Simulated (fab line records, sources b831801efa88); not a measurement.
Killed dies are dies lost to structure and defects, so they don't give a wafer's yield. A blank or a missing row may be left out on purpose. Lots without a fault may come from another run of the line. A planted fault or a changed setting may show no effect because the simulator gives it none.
A struck lot beside a sound one | flow sfq_line | 21 steps out of a route of 325
Sound: wafers L476.1, L476.3, L476.4. Struck: wafers L483.2, L483.3, L483.4. The cause comes at the end.
At each step with rows: each side's tool, then ch and its chambers, then its first start. Under that, the readings that differ: sound wafers | struck wafers | difference of the means | sigmas: that difference in standard deviations of wafers without a fault.
alike: readings whose means differ by less than 2 such deviations, and words and numbers that are the same on both sides. not compared: withheld readings, readings that some wafer has no value for, bounds like >300 that may hide the same value, and numbers for which the record gives no deviation and whose values overlap.
The two part at a step that has a row with sigmas, a row that says differs or no value, or rows on one side only. Numbers that don't overlap but have no deviation are shown without sigmas and don't part them. A reading that every wafer of one side lacks parts them only if that side has two wafers or more.

first, 1 step without rows for these wafers: SFQ_TRILAYER_JJ_TRILAYER_DEP_AL_OXIDATION_111 (oxidation time 600 s).
SFQ_TRILAYER_JJ_TRILAYER_DEP_SPUTTER_112: material Nb, target thk 170 nm, time 113.3 s.
  sound on pvd_sputter-06, day 46 16:10; struck on pvd_sputter-04, day 52 00:46
  alike: cathode_dc_power_W, throttle_valve_pct
SFQ_JJ_RS_MEAS_929: measures by four-point-probe.
  sound on film_metro-03, day 46 16:15; struck on film_metro-03, day 52 00:52
  alike: JJ_NB_RS
then, 6 steps without rows for these wafers: SFQ_TRILAYER_JJ_CE_LITHO_COAT_119 (resist thk 62 nm); SFQ_TRILAYER_JJ_CE_LITHO_COAT_114 (resist thk 600 nm); SFQ_TRILAYER_JJ_CE_LITHO_SOFTBAKE_118; SFQ_TRILAYER_JJ_CE_LITHO_EXPOSE_115 (exposes mask J5, target cd 700 nm); SFQ_TRILAYER_JJ_CE_LITHO_PEB_117 (peb time 60 s); SFQ_TRILAYER_JJ_CE_LITHO_DEVELOP_116 (time 60 s).
-- the record jumps here: 5 days lie between the struck wafers' starts before and after --
SFQ_JJ_OVL_MEAS_931:
  sound on overlay-02, day 52 13:05; struck on overlay-02, day 56 22:51
  alike: J5_OVL
SFQ_TRILAYER_JJ_CE_METRO_MEASURE_117:
  sound on cd_sem-02, day 52 13:07; struck on cd_sem-01, day 56 23:05
  alike: cd_nm
SFQ_TRILAYER_JJ_CE_BARC_OPEN_RIE_150: chemistry O2, target BARC, target depth 240 nm, time 80 s.
  sound on rie_metal-03 ch 0, day 52 14:19; struck on rie_metal-02 ch 0,1, day 57 00:05
  no value came back on the struck wafers for bias_w (W), chamber_pressure_mTorr (mTorr), drypump_motor_current_A (A), oes_product_au (a.u.); on the sound wafers bias_w (W) reads 79.90 80.10 79.94
  not compared: rf_hours_counter_h
SFQ_TRILAYER_JJ_CE_ETCH_RIE_118: chemistry SF6, target Nb, stops on Al2O3, time 97.7 s, target depth 170 nm.
  sound on rie_metal-03 ch 0, day 52 14:30; struck on rie_metal-02 ch 0,1, day 57 00:10
  reading               | sound             | struck            | difference | sigmas
  oes_product_au (a.u.) | 0.987 0.977 0.981 | 0.375 0.365 0.375 | -0.610     | -91
  alike: bias_w, chamber_pressure_mTorr, drypump_motor_current_A
  not compared: rf_hours_counter_h
then, 1 step without rows for these wafers: SFQ_TRILAYER_JJ_ANODIZE_ANODIZE_119.
SFQ_TRILAYER_JJ_CE_STRIP_STRIP_120: strips in O2.
  sound on rie_metal-02 ch 0,1, day 52 15:13; struck on rie_metal-03 ch 0,1, day 57 00:50
  reading                     | sound       | struck      | difference | sigmas
  drypump_motor_current_A (A) | 6.6 6.6 5.9 | 5.0 6.0 5.0 | -1.0       | -2
  alike: chamber_pressure_mTorr, oes_product_au
  not compared: rf_hours_counter_h
then, 4 steps without rows for these wafers: SFQ_TRILAYER_JJ_CE_STRIP_SOLV_CLEAN_121 (cleans in NMP, time 600 s); SFQ_TRILAYER_M5_LITHO_COAT_128 (resist thk 62 nm); SFQ_TRILAYER_M5_LITHO_COAT_123 (resist thk 600 nm); SFQ_TRILAYER_M5_LITHO_SOFTBAKE_127.
-- the record jumps here: 5 days lie between the struck wafers' starts before and after --
SFQ_TRILAYER_M5_LITHO_EXPOSE_124: exposes mask M5, target cd 700 nm.
  sound on krf_scanner-01 ch 0, day 57 13:49; struck on krf_scanner-02, day 61 23:45
  no value came back on the struck wafers for exposure_dose_mJ_cm2, focus_offset_nm (nm); on the sound wafers exposure_dose_mJ_cm2 reads 14.439 14.405 14.397
  alike: mask
then, 1 step without rows for these wafers: SFQ_TRILAYER_M5_LITHO_PEB_126 (peb time 60 s).

WHERE THEY PART
First at SFQ_TRILAYER_JJ_CE_BARC_OPEN_RIE_150; last, within this record, at SFQ_TRILAYER_M5_LITHO_EXPOSE_124.

WHY: what the simulator had put in
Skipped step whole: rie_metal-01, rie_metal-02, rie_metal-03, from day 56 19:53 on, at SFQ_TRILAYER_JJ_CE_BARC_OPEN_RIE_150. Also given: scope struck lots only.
